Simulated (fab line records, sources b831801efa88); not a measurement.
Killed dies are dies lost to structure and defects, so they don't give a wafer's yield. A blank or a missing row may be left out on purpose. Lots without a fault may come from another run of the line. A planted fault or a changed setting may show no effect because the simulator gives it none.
fab line records | flow sky130
record lots=9 wafers=27 last_day=50
route steps=708 shown CONTACT@420 METAL1@436 PAD_OPEN@708
lots that met no fault: from a run of the same line without faults
start_h: hours from the record's first day to the start of the lot's first wafer shown | wait_h: hours since the lot's step before | " the same as in the row above | L1.1+2: a row that stands for several wafers | - no value, or no start given | * or withheld: withheld | < > ~ a bound
route shown NAME@n: a module of which the file shows steps, and the number in the route of the first | usual: mean/standard deviation of fault-free wafers | same: alike in all rows | chamber/n: place in a boat | sites: the reading at each site | _std_site: their standard deviation | _edge_site: outer sites' mean less inner sites' | radius_mm: how far each site lies from the wafer's centre | mask NAME#n: copy n | behind: the tool/chamber that last shaped the wafer | hold: why the lot was held/for how many hours/how that ended | device: the transistor (n, p or np) that didn't switch | end of line: the same wafers' tests at the end of the route | a step without rows: its recipe alone | killed: dies lost to structure and defects at the first sort, not the wafer's yield | map: a wafer's dies, x killed, . not, _ none there
set.NAME: the setting as run; set.NAME@STEP: as run at that earlier step | model.NAME: the simulator's own value behind a step, which no gauge read
steps of the route over a sample of lots; a table a step, a row a wafer
services: from which hour (start_h, from the record's first day; less than 0 if before it) a tool's chamber was out of use, for how many hours, and why
## steps
# step SKY_CONTACT_CD_MEAS_14
# recipe target_cd_nm=170
# usual cd_nm=169.3/1.7
# columns lot.wafer tool chamber start_h wait_h cd_nm
L547.1 cd_sem-02 - 728.41 - 167.8
L547.2 " - " " 166.4
L547.5 " - " " 166.8
L549.1 cd_sem-02 - 751.35 - 169.4
L549.3 " - " " 167.4
L549.4 " - " " 168.1
L554.2 cd_sem-02 - 796.58 - 167.3
L554.3 " - " " 168.1
L554.6 " - " " 169.3
L558.1 cd_sem-01 - 827.55 - 169.7
L558.3 " - " " 169.1
L558.6 " - " " 167.6
L560.1 cd_sem-01 - 838.76 - 168.3
L560.2 " - " " 167.5
L560.4 " - " " 169.6
L562.1 cd_sem-01 - 858.65 - 170.3
L562.3 " - " " 169.8
L562.6 " - " " 169.0
L564.3 cd_sem-01 - 875.89 - 170.7
L564.4 " - " " 172.2
L564.5 " - " " 171.1
L565.1 cd_sem-01 - 876.76 - 170.3
L565.4 " - " " 170.6
L565.6 " - " " 169.8
L570.2 cd_sem-02 - 919.32 - 172.2
L570.3 " - " " 170.9
L570.5 " - " " 169.8
# step SKY_CONTACT_THK_MEAS_26
# recipe thk_meas_gauge=xrf reads=W_of_CONTACT_CVD_24
# usual CONTACT_W_THK=349/5.3
# columns lot.wafer tool chamber start_h wait_h CONTACT_W_THK[nm]
L547.1 film_metro-03 - 729.62 0.1 343
L547.2 " - " " 346
L547.5 " - " " 342
L549.1 film_metro-04 - 752.53 0.1 355
L549.3 " - " " 362
L549.4 " - " " 361
L554.2 film_metro-03 - 797.77 0.1 336
L554.3 " - " " 343
L554.6 " - " " 343
L558.1 film_metro-03 - 828.73 0.1 343
L558.3 " - " " 344
L558.6 " - " " 348
L560.1 film_metro-02 - 839.94 0.1 350
L560.2 " - " " 339
L560.4 " - " " 350
L562.1 film_metro-02 - 859.84 0.1 341
L562.3 " - " " 348
L562.6 " - " " 344
L564.3 film_metro-02 - 877.04 0.1 342
L564.4 " - " " 350
L564.5 " - " " 347
L565.1 film_metro-02 - 877.93 0.1 353
L565.4 " - " " 348
L565.6 " - " " 352
L570.2 film_metro-03 - 920.52 0.1 347
L570.3 " - " " 350
L570.5 " - " " 354
# step SKY_CONTACT_CMP_27
# recipe stop_on=SiO2 t_overpolish_s=15 down_force_psi=3.5 platen_rpm=60 target_thk_nm=0 pad_velocity_m_s=0.94248
# usual motor_current_A=11.2/1.5 overpolish_run_s=15.000/0.0091 platen_rpm=60.00/0.042 time_to_endpoint_s=82/4.8
# columns lot.wafer tool chamber start_h wait_h motor_current_A overpolish_run_s platen_rpm time_to_endpoint_s
L547.2 cmp-02 0 729.68 0.0 11.4 15.004 59.95 87
L547.1 " 3 " " 9.0 14.998 59.99 76
L547.5 " 0 " " 11.0 14.990 59.98 84
L549.3 cmp-01 2 752.64 0.1 10.4 15.003 60.03 80
L549.4 " 3 " " 9.1 14.993 60.01 89
L549.1 " 0 " " 13.9 14.995 60.02 85
L554.3 cmp-01 2 797.87 0.1 10.3 15.007 60.06 76
L554.2 " 0 " " 14.2 14.999 60.01 80
L554.6 " 2 " " 10.2 14.993 59.97 77
L558.3 cmp-02 2 828.84 0.1 11.8 14.984 60.03 78
L558.1 " 3 " " 9.1 14.989 60.04 75
L558.6 " 2 " " 12.0 15.005 60.04 81
L560.2 cmp-01 1 840.00 0.0 11.6 14.990 60.03 75
L560.4 " 2 " " 10.9 15.004 60.09 80
L560.1 " 3 " " 8.9 15.003 59.96 92
L562.3 cmp-01 2 860.00 0.1 10.5 15.002 60.02 79
L562.1 " 3 " " 8.9 14.990 60.02 85
L562.6 " 0 " " 14.4 14.987 59.92 83
L564.4 cmp-02 2 877.13 0.1 12.9 15.010 60.07 80
L564.3 " 0 " " 10.9 14.984 59.93 85
L564.5 " 2 " " 11.7 15.001 60.01 80
L565.1 cmp-01 3 878.04 0.1 9.5 14.998 59.98 94
L565.4 " 0 " " 14.0 14.985 60.00 89
L565.6 " 3 " " 9.3 15.006 60.00 91
L570.3 cmp-02 3 920.57 0.0 9.4 14.999 59.86 80
L570.2 " 1 " " 10.4 15.008 59.97 86
L570.5 " 3 " " 9.2 15.003 59.96 83
# step SKY_METAL1_SPUTTER_02
# recipe material=AlCu target_thk_nm=250 power_w=10600 time_s=13.3 chamber_pressure_pa=0.4
# usual chamber_pressure_pa=0.4000/0.0008 throttle_valve_pct=29.4/0.97
# columns lot.wafer tool chamber start_h wait_h chamber_pressure_pa throttle_valve_pct
L547.1 pvd_sputter-01 - 730.03 0.0 0.3998 27.7
L547.2 " - " " 0.4010 29.6
L547.5 " - " " 0.3994 30.2
L549.1 pvd_sputter-01 - 752.94 0.0 0.4008 29.3
L549.3 " - " " 0.4006 29.4
L549.4 " - " " 0.4011 30.2
L554.2 pvd_sputter-03 - 798.17 0.0 0.4008 29.3
L554.3 " - " " 0.3997 28.5
L554.6 " - " " 0.3994 28.9
L558.1 pvd_sputter-03 - 829.14 0.0 0.4006 31.1
L558.3 " - " " 0.3987 28.8
L558.6 " - " " 0.3985 29.3
L560.1 pvd_sputter-04 - 840.35 0.0 0.4007 31.2
L560.2 " - " " 0.4002 28.8
L560.4 " - " " 0.4005 29.3
L562.1 pvd_sputter-01 - 860.25 0.0 0.4004 29.1
L562.3 " - " " 0.4003 27.5
L562.6 " - " " 0.4008 29.0
L564.3 pvd_sputter-04 - 877.43 0.0 0.4008 31.5
L564.4 " - " " 0.4012 29.4
L564.5 " - " " 0.4009 28.7
L565.1 pvd_sputter-04 - 878.33 0.0 0.3992 29.4
L565.4 " - " " 0.3989 31.4
L565.6 " - " " 0.4001 31.5
L570.2 pvd_sputter-01 - 920.92 0.0 0.3997 27.5
L570.3 " - " " 0.3983 30.3
L570.5 " - " " 0.4000 29.1
# step SKY_METAL1_RS_MEAS_05
# recipe thk_meas_gauge=four-point-probe reads=TiN_of_METAL1_SPUTTER_04+Ti_of_METAL1_SPUTTER_03+AlCu_of_METAL1_SPUTTER_02+TiN_of_METAL1_SPUTTER_01+Ti_of_METAL1_SPUTTER_00
# usual METAL1_ALCU_RS=0.1264/0.0019
# columns lot.wafer tool chamber start_h wait_h hold METAL1_ALCU_RS[ohm/sq]
L547.1 film_metro-01 - 730.12 0.0 - 0.1271
L547.2 " - " " - 0.1260
L547.5 " - " " - 0.1262
L549.1 film_metro-03 - 753.03 0.0 - 0.1248
L549.3 " - " " - 0.1262
L549.4 " - " " - 0.1253
L554.2 film_metro-03 - 798.28 0.0 - 0.1264
L554.3 " - " " - 0.1259
L554.6 " - " " - 0.1269
L558.1 film_metro-01 - 829.23 0.0 - 0.1254
L558.3 " - " " - 0.1266
L558.6 " - " " - 0.1282
L560.1 film_metro-01 - 840.44 0.0 - 0.1273
L560.2 " - " " - 0.1261
L560.4 " - " " - 0.1255
L562.1 film_metro-01 - 860.34 0.0 await_dispo/0.2h/release 0.1237
L562.3 " - " " await_dispo/0.2h/release 0.1956
L562.6 " - " " await_dispo/0.2h/release 0.1249
L562.1 film_metro-01 - 860.63 0.3 - 0.1238
L562.3 " - " " - 0.1954
L562.6 " - " " - 0.1251
L564.3 film_metro-04 - 877.56 0.1 - 0.1283
L564.4 " - " " - 0.1294
L564.5 " - " " - 0.1262
L565.1 film_metro-01 - 878.43 0.0 - 0.1278
L565.4 " - " " - 0.1286
L565.6 " - " " - 0.1293
L570.2 film_metro-04 - 921.07 0.1 - 0.1253
L570.3 " - " " - 0.1265
L570.5 " - " " - 0.1254
# step SKY_METAL1_THK_MEAS_06
# recipe thk_meas_gauge=xrf reads=AlCu_of_METAL1_SPUTTER_02
# usual METAL1_ALCU_THK=249/3.8
# columns lot.wafer tool chamber start_h wait_h hold METAL1_ALCU_THK[nm]
L547.1 film_metro-01 - 730.24 0.1 - 247
L547.2 " - " " - 250
L547.5 " - " " - 248
L549.1 film_metro-03 - 753.15 0.1 - 250
L549.3 " - " " - 248
L549.4 " - " " - 248
L554.2 film_metro-03 - 798.39 0.1 - 252
L554.3 " - " " - 250
L554.6 " - " " - 247
L558.1 film_metro-01 - 829.35 0.1 - 249
L558.3 " - " " - 249
L558.6 " - " " - 245
L560.1 film_metro-01 - 840.56 0.1 - 248
L560.2 " - " " - 248
L560.4 " - " " - 251
L562.1 film_metro-03 - 865.62 5.0 await_dispo/0.2h/release 251
L562.3 " - " " await_dispo/0.2h/release 162
L562.6 " - " " await_dispo/0.2h/release 249
L562.1 film_metro-03 - 865.85 0.2 - 251
L562.3 " - " " - 164
L562.6 " - " " - 250
L564.3 film_metro-04 - 877.66 0.1 - 246
L564.4 " - " " - 242
L564.5 " - " " - 250
L565.1 film_metro-01 - 878.55 0.1 - 246
L565.4 " - " " - 245
L565.6 " - " " - 244
L570.2 film_metro-04 - 921.18 0.1 - 254
L570.3 " - " " - 250
L570.5 " - " " - 250
# step SKY_METAL1_METAL_ETCH_19
# recipe target_depth_a=3600 stop_on=SiO2 over_etch_frac=0.3 time_s=78 chemistry=Cl2/BCl3 resist_sidewall_deg=88 pressure_mtorr=10 icp_w=900 bias_w=48.5 Cl2_flow_sccm=60 bcl3_flow_sccm=30
# usual bias_w=48.49/0.14 drypump_motor_current_A=5.92/0.18 oes_product_au=0.855/0.0064 rf_fwd_power_W=893.8/3 throttle_valve_pct=22.263/0.0099
# columns lot.wafer tool chamber start_h wait_h bias_w drypump_motor_current_A oes_product_au rf_fwd_power_W rf_hours_counter_h throttle_valve_pct
L547.1 rie_metal-02 1 757.47 0.1 48.44 6.13 0.855 887.2 2 22.248
L547.2 " 1 " " 48.29 6.11 0.848 889.6 - 22.257
L547.5 " 1 " " 48.40 6.11 0.859 889.3 - 22.268
L549.1 rie_metal-03 1 779.66 0.0 48.34 6.01 0.866 891.1 3 22.257
L549.3 " 0 " " 48.48 5.80 0.857 895.1 - 22.255
L549.4 " 1 " " 48.72 5.96 0.866 888.3 - 22.284
L554.2 rie_metal-03 0 825.45 0.0 48.43 5.79 0.858 891.5 8 22.261
L554.3 " 1 " " 48.44 5.97 0.860 897.4 - 22.268
L554.6 " 0 " " 48.34 5.80 0.858 894.0 - 22.268
L558.1 rie_metal-02 1 855.23 0.0 48.36 6.10 0.860 888.6 6 22.276
L558.3 " 0 " " 48.26 5.86 0.854 894.3 - 22.274
L558.6 " 0 " " 48.46 5.87 0.857 895.3 - 22.270
L560.1 rie_metal-03 0 866.11 0.0 48.37 5.79 0.856 898.0 9 22.270
L560.2 " 1 " " 48.54 5.99 0.851 892.6 6 22.265
L560.4 " 0 " " 48.56 5.73 0.852 894.7 - 22.260
L562.1 rie_metal-02 0 886.61 0.0 48.31 5.85 0.859 897.9 9 22.256
L562.3 " 1 " " 48.24 6.11 0.763 892.2 - 22.275
L562.6 " 0 " " 48.56 5.90 0.858 892.5 - 22.268
L564.3 rie_metal-02 1 902.99 0.1 48.61 6.07 0.850 895.0 - 22.261
L564.4 " 0 " " 48.41 5.85 0.847 888.9 - 22.271
L564.5 " 1 " " 48.50 6.12 0.856 895.1 - 22.266
L565.1 rie_metal-04 1 904.08 0.1 48.39 5.49 0.841 898.5 15 22.265
L565.4 " 0 " " 48.48 6.08 0.844 894.3 - 22.259
L565.6 " 1 " " 48.56 5.52 0.846 896.3 - 22.261
L570.2 rie_metal-04 0 946.73 0.2 48.52 6.11 0.856 891.5 - 22.251
L570.3 " 0 " " 48.49 6.10 0.856 890.7 - 22.252
L570.5 " 0 " " 48.56 6.10 0.866 892.2 - 22.271
# step SKY_PAD_OPEN_PROBE_99
# usual defect_limited_yield=82.8/2.1 killed_at_M0_to_M3=42/6.6 killed_at_M4_up=3.1/1.9 killed_at_contacts=24/5.6 killed_at_front_end=15/4.8 killed_at_other=0.3/0.48 killed_dies=84/10 killed_open=47/6.8 killed_short=37/6.8 sort_bin_3_pad_short=0.9/0.48 sort_bin_5_function=10.1/1.4 sort_bin_6_memory=6.2/1.2 sort_n_pass=408/10 sort_yield_pct=82.8/2.1
# same gross_dies=492 killed_at_back_side=0 sort_bin_4_leakage[%]=0 sort_bin_8_speed[%]=0
# columns lot.wafer tool chamber start_h wait_h defect_limited_yield[%] killed_at_M0_to_M3 killed_at_M4_up killed_at_contacts killed_at_front_end killed_at_other killed_dies killed_open killed_short sort_bin_3_pad_short[%] sort_bin_5_function[%] sort_bin_6_memory[%] sort_n_pass sort_yield_pct[%]
L547.1 prober-01 - 1071.87 0.1 80.5 43 4 30 18 1 96 58 37 0.8 12.2 6.5 396 80.5
L547.2 prober-01 - 1071.92 0.1 88.2 26 2 21 9 0 58 38 20 0.6 6.5 4.7 434 88.2
L547.5 prober-01 - 1072.07 0.2 79.7 45 6 25 23 1 100 60 40 1.0 11.8 7.5 392 79.7
L549.1 prober-01 - 1088.72 0.1 83.1 47 3 19 13 1 83 49 34 1.0 9.1 6.7 409 83.1
L549.3 prober-01 - 1088.82 0.2 81.1 42 2 28 21 0 93 50 43 0.6 10.6 7.7 399 81.1
L549.4 prober-01 - 1088.87 0.2 79.5 46 2 22 31 0 101 51 50 0.8 11.2 8.5 391 79.5
L554.2 prober-02 - 1122.48 0.1 82.5 40 4 27 15 0 86 49 37 1.0 10.8 5.7 406 82.5
L554.3 prober-02 - 1122.53 0.2 83.7 33 10 17 20 0 80 41 39 1.4 9.6 5.3 412 83.7
L554.6 prober-02 - 1122.68 0.2 85.0 47 3 20 4 0 74 38 36 1.8 8.1 5.1 418 85.0
L558.1 prober-01 - 1145.48 0.1 86.4 29 2 23 12 1 67 34 33 0.6 8.5 4.5 425 86.4
L558.3 prober-01 - 1145.58 0.2 82.1 47 6 22 13 0 88 47 41 1.0 8.9 7.9 404 82.1
L558.6 prober-01 - 1145.73 0.3 82.1 49 0 23 16 0 88 55 33 1.0 10.6 6.3 404 82.1
L560.1 prober-02 - 1153.48 0.1 83.7 41 2 26 11 0 80 42 38 1.0 11.6 3.7 412 83.7
L560.2 prober-02 - 1153.53 0.1 80.7 46 4 38 7 0 95 56 39 0.6 10.4 8.3 397 80.7
L560.4 prober-02 - 1153.63 0.2 81.3 45 2 29 16 0 92 44 48 0.8 9.8 8.1 400 81.3
L562.1 prober-02 - 1168.12 0.1 86.8 35 5 13 12 0 65 47 18 0.2 7.9 5.1 427 86.8
L562.3 prober-02 - 1168.22 0.2 81.7 48 2 20 20 0 90 41 49 0.8 11.2 6.3 402 81.7
L562.6 prober-02 - 1168.37 0.2 84.1 51 4 6 16 1 78 40 37 0.6 10.6 4.7 414 84.1
L564.3 prober-02 - 1177.32 0.2 78.7 50 2 35 18 0 105 58 47 1.2 11.0 9.1 387 78.7
L564.4 prober-02 - 1177.37 0.2 81.9 48 3 22 16 0 89 50 39 1.2 9.6 7.3 403 81.9
L564.5 prober-02 - 1177.42 0.2 82.1 41 6 25 16 0 88 50 38 0.8 10.0 7.1 404 82.1
L565.1 prober-01 - 1180.73 0.1 80.9 43 3 29 19 0 94 58 36 1.0 12.4 5.7 398 80.9
L565.4 prober-01 - 1180.88 0.2 83.3 44 2 27 9 0 82 41 41 1.4 10.8 4.5 410 83.3
L565.6 prober-01 - 1180.98 0.2 82.9 47 1 21 15 0 84 51 33 1.0 9.6 6.5 408 82.9
L570.2 prober-02 - 1203.43 0.1 83.9 37 1 26 15 0 79 41 38 0.4 8.5 7.1 413 83.9
L570.3 prober-02 - 1203.48 0.2 82.5 36 5 27 18 0 86 51 35 0.6 10.2 6.7 406 82.5
L570.5 prober-02 - 1203.58 0.2 85.2 34 3 24 11 1 73 38 35 1.4 8.1 5.3 419 85.2
# killed by level:class
L547.1 CONTACT:geometric_particle:open=11 POLY_GATE:geometric_particle:open=9 LOCAL_INTERCONNECT:geometric_particle:short=9 VIA1:geometric_particle:open=9 VIA2:geometric_particle:open=8 METAL2:geometric_particle:short=7 LI_CONTACT:geometric_particle:open=7 METAL1:geometric_particle:short=4
L547.2 CONTACT:geometric_particle:open=11 VIA1:geometric_particle:open=6 VIA2:geometric_particle:open=5 VIA3:geometric_particle:open=5 LI_CONTACT:geometric_particle:open=4 LOCAL_INTERCONNECT:geometric_particle:short=4 POLY_GATE:geometric_particle:open=3 METAL2:geometric_particle:short=3
L547.5 VIA1:geometric_particle:open=12 CONTACT:geometric_particle:open=10 VIA2:geometric_particle:open=10 POLY_GATE:geometric_particle:open=8 FIELD_ISO:geometric_particle:short=6 LI_CONTACT:geometric_particle:open=6 VIA2:geometric_particle:short=5 POLY_GATE:geometric_particle:short=4
L549.1 VIA1:geometric_particle:open=10 METAL1:geometric_particle:short=8 VIA3:geometric_particle:open=8 POLY_GATE:geometric_particle:open=6 CONTACT:geometric_particle:open=6 LI_CONTACT:geometric_particle:open=5 CONTACT:geometric_particle:short=5 METAL2:geometric_particle:short=5
L549.3 LI_CONTACT:geometric_particle:open=10 CONTACT:geometric_particle:open=10 VIA1:geometric_particle:open=8 POLY_GATE:geometric_particle:short=6 VIA1:geometric_particle:short=6 VIA2:geometric_particle:open=6 LOCAL_INTERCONNECT:geometric_particle:short=5 METAL1:geometric_particle:short=5
L549.4 CONTACT:geometric_particle:open=10 FIELD_ISO:geometric_particle:open=9 VIA1:geometric_particle:open=8 VIA2:geometric_particle:short=8 VIA1:geometric_particle:short=6 VIA3:geometric_particle:open=6 FIELD_ISO:geometric_particle:short=5 POLY_GATE:geometric_particle:short=5
L554.2 VIA1:geometric_particle:open=11 CONTACT:geometric_particle:short=8 VIA3:geometric_particle:open=8 LI_CONTACT:geometric_particle:open=6 CONTACT:geometric_particle:open=5 METAL2:geometric_particle:short=5 FIELD_ISO:geometric_particle:short=4 POLY_GATE:geometric_particle:open=4
L554.3 VIA1:geometric_particle:open=10 LI_CONTACT:geometric_particle:open=9 METAL4:geometric_particle:short=6 FIELD_ISO:geometric_particle:short=4 POLY_GATE:geometric_particle:short=4 POLY_GATE:geometric_particle:open=4 CONTACT:geometric_particle:open=4 VIA2:geometric_particle:open=4
L554.6 METAL1:geometric_particle:short=14 VIA1:geometric_particle:open=10 CONTACT:geometric_particle:open=9 VIA2:geometric_particle:open=8 LOCAL_INTERCONNECT:geometric_particle:short=4 VIA1:geometric_particle:short=4 METAL2:geometric_particle:short=4 VIA3:geometric_particle:open=4
L558.1 VIA1:geometric_particle:open=7 METAL1:geometric_particle:short=7 LI_CONTACT:geometric_particle:open=7 CONTACT:geometric_particle:short=7 CONTACT:geometric_particle:open=7 POLY_GATE:geometric_particle:open=4 METAL2:geometric_particle:short=4 VIA2:geometric_particle:open=3
L558.3 CONTACT:geometric_particle:open=10 VIA3:geometric_particle:open=10 VIA2:geometric_particle:open=8 METAL1:geometric_particle:short=7 VIA1:geometric_particle:open=6 FIELD_ISO:geometric_particle:short=5 LI_CONTACT:geometric_particle:open=5 METAL2:geometric_particle:short=5
L558.6 VIA1:geometric_particle:open=11 VIA2:geometric_particle:open=10 CONTACT:geometric_particle:open=9 POLY_GATE:geometric_particle:short=6 CONTACT:geometric_particle:short=6 LI_CONTACT:geometric_particle:open=5 VIA3:geometric_particle:open=5 VIA1:geometric_particle:short=5
L560.1 CONTACT:geometric_particle:open=13 VIA1:geometric_particle:open=13 METAL2:geometric_particle:short=11 CONTACT:geometric_particle:short=6 LI_CONTACT:geometric_particle:open=5 VIA2:geometric_particle:open=5 POLY_GATE:geometric_particle:short=4 VIA1:geometric_particle:short=4
L560.2 CONTACT:geometric_particle:open=14 VIA1:geometric_particle:open=13 LI_CONTACT:geometric_particle:open=9 CONTACT:geometric_particle:short=7 VIA2:geometric_particle:open=7 VIA1:geometric_particle:short=6 LOCAL_INTERCONNECT:geometric_particle:short=5 VIA3:geometric_particle:open=5
L560.4 VIA1:geometric_particle:open=13 CONTACT:geometric_particle:open=9 METAL2:geometric_particle:short=8 FIELD_ISO:geometric_particle:short=7 LI_CONTACT:geometric_particle:open=6 CONTACT:geometric_particle:short=6 METAL1:geometric_particle:short=6 VIA3:geometric_particle:open=6
L562.1 VIA1:geometric_particle:open=10 VIA3:geometric_particle:open=8 CONTACT:geometric_particle:open=5 FIELD_ISO:geometric_particle:open=4 POLY_GATE:geometric_particle:open=4 METAL2:geometric_particle:short=4 SPACER:geometric_particle:open=3 LI_CONTACT:geometric_particle:open=3
L562.3 VIA1:geometric_particle:open=10 FIELD_ISO:geometric_particle:open=8 CONTACT:geometric_particle:open=8 METAL2:geometric_particle:short=7 FIELD_ISO:geometric_particle:short=6 METAL1:geometric_particle:short=6 VIA1:geometric_particle:short=6 VIA3:geometric_particle:open=6
L562.6 VIA1:geometric_particle:open=13 VIA1:geometric_particle:short=7 METAL2:geometric_particle:short=7 METAL1:geometric_particle:short=6 VIA3:geometric_particle:short=6 VIA2:geometric_particle:open=5 SPACER:geometric_particle:short=5 VIA3:geometric_particle:open=5
L564.3 VIA1:geometric_particle:open=15 CONTACT:geometric_particle:open=13 CONTACT:geometric_particle:short=8 LI_CONTACT:geometric_particle:open=7 FIELD_ISO:geometric_particle:open=6 VIA2:geometric_particle:open=6 FIELD_ISO:geometric_particle:short=5 METAL1:geometric_particle:short=5
L564.4 VIA1:geometric_particle:open=12 METAL2:geometric_particle:short=11 CONTACT:geometric_particle:open=9 VIA3:geometric_particle:open=8 VIA2:geometric_particle:open=7 POLY_GATE:geometric_particle:short=6 FIELD_ISO:geometric_particle:open=4 LI_CONTACT:geometric_particle:open=4
L564.5 CONTACT:geometric_particle:open=12 VIA1:geometric_particle:open=8 VIA2:geometric_particle:open=7 LI_CONTACT:geometric_particle:open=6 CONTACT:geometric_particle:short=5 METAL2:geometric_particle:short=5 FIELD_ISO:geometric_particle:short=4 POLY_GATE:geometric_particle:short=4
L565.1 VIA1:geometric_particle:open=13 CONTACT:geometric_particle:open=10 VIA3:geometric_particle:open=7 FIELD_ISO:geometric_particle:open=5 LI_CONTACT:geometric_particle:short=5 LI_CONTACT:geometric_particle:open=5 LOCAL_INTERCONNECT:geometric_particle:short=5 VIA2:geometric_particle:open=5
L565.4 VIA3:geometric_particle:open=10 LOCAL_INTERCONNECT:geometric_particle:short=9 VIA1:geometric_particle:short=8 CONTACT:geometric_particle:open=7 VIA1:geometric_particle:open=7 VIA2:geometric_particle:open=6 CONTACT:geometric_particle:short=5 LI_CONTACT:geometric_particle:open=4
L565.6 VIA1:geometric_particle:open=13 LI_CONTACT:geometric_particle:open=11 VIA2:geometric_particle:open=10 METAL1:geometric_particle:short=6 FIELD_ISO:geometric_particle:short=5 LOCAL_INTERCONNECT:geometric_particle:short=4 VIA3:geometric_particle:open=4 POLY_CUT:geometric_particle:open=3
L570.2 CONTACT:geometric_particle:open=9 LI_CONTACT:geometric_particle:open=8 VIA2:geometric_particle:open=6 METAL2:geometric_particle:short=6 FIELD_ISO:geometric_particle:open=5 VIA1:geometric_particle:short=5 METAL1:geometric_particle:short=5 CONTACT:geometric_particle:short=4
L570.3 VIA1:geometric_particle:open=11 CONTACT:geometric_particle:open=10 FIELD_ISO:geometric_particle:open=9 CONTACT:geometric_particle:short=8 VIA2:geometric_particle:open=5 LI_CONTACT:geometric_particle:open=5 FIELD_ISO:geometric_particle:short=4 METAL2:geometric_particle:short=4
L570.5 LI_CONTACT:geometric_particle:open=8 CONTACT:geometric_particle:open=7 METAL1:geometric_particle:short=6 VIA1:geometric_particle:short=6 VIA1:geometric_particle:open=5 FIELD_ISO:geometric_particle:short=4 FIELD_ISO:geometric_particle:open=4 LOCAL_INTERCONNECT:geometric_particle:short=4
## services
# columns tool chamber start_h hours kind
cmp-01 - 706.86 2.8 repair
pvd_sputter-04 - 718.85 6.4 repair
rie_metal-04 - 721.61 15.6 pm
cmp-01 - 723.65 0.5 repair
rie_metal-04 - 738.70 0.2 repair
cmp-02 - 742.07 7.5 pm
cmp-01 - 743.11 0.4 repair
rie_metal-02 1 745.86 2.0 repair
pvd_sputter-01 - 749.22 2.4 repair
cmp-02 - 749.54 4.0 pm
cmp-01 - 751.21 1.0 repair
rie_metal-02 0 751.59 12.7 repair
rie_metal-02 1 759.12 2.1 repair
cmp-01 - 768.81 4.5 pm
cmp-01 - 792.47 1.1 repair
cmp-01 - 820.59 1.5 repair
rie_metal-03 - 831.47 5.8 repair
cmp-01 - 834.00 0.6 repair
cmp-01 - 846.38 3.3 repair
cmp-02 - 855.13 5.5 pm
cmp-01 - 886.17 18.4 repair
cmp-01 - 906.49 0.8 repair
pvd_sputter-01 - 908.64 2.2 repair
cmp-01 - 912.18 4.0 pm
## key
first_sign step=SKY_METAL1_RS_MEAS_05 reading=visit direction=added
effect step=SKY_METAL1_RS_MEAS_05 reading=METAL1_ALCU_RS direction=up sigmas=36 usual=0.1264 struck=0.1956
effect step=SKY_METAL1_THK_MEAS_06 reading=visit direction=added
effect step=SKY_METAL1_THK_MEAS_06 reading=METAL1_ALCU_THK direction=down sigmas=23 usual=249 struck=162
effect step=SKY_METAL1_METAL_ETCH_19 reading=oes_product_au direction=down sigmas=14 usual=0.855 struck=0.763
met_at SKY_METAL1_SPUTTER_02
struck_lots L562
struck_wafers L562.3
not_acting_at SKY_CONTACT_CD_MEAS_14,SKY_CONTACT_THK_MEAS_26,SKY_CONTACT_CMP_27
onset_between 730.03 860.25
fault kind=process_parameter_drift tool=pvd_sputter-01 chamber=- onset_h=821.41 steps=SKY_METAL1_SPUTTER_02 channel=target_thk_nm offset=-92.551 shape=step end_h=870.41 acts_in=these_recipes_only stated=250 scope=struck_wafers_only
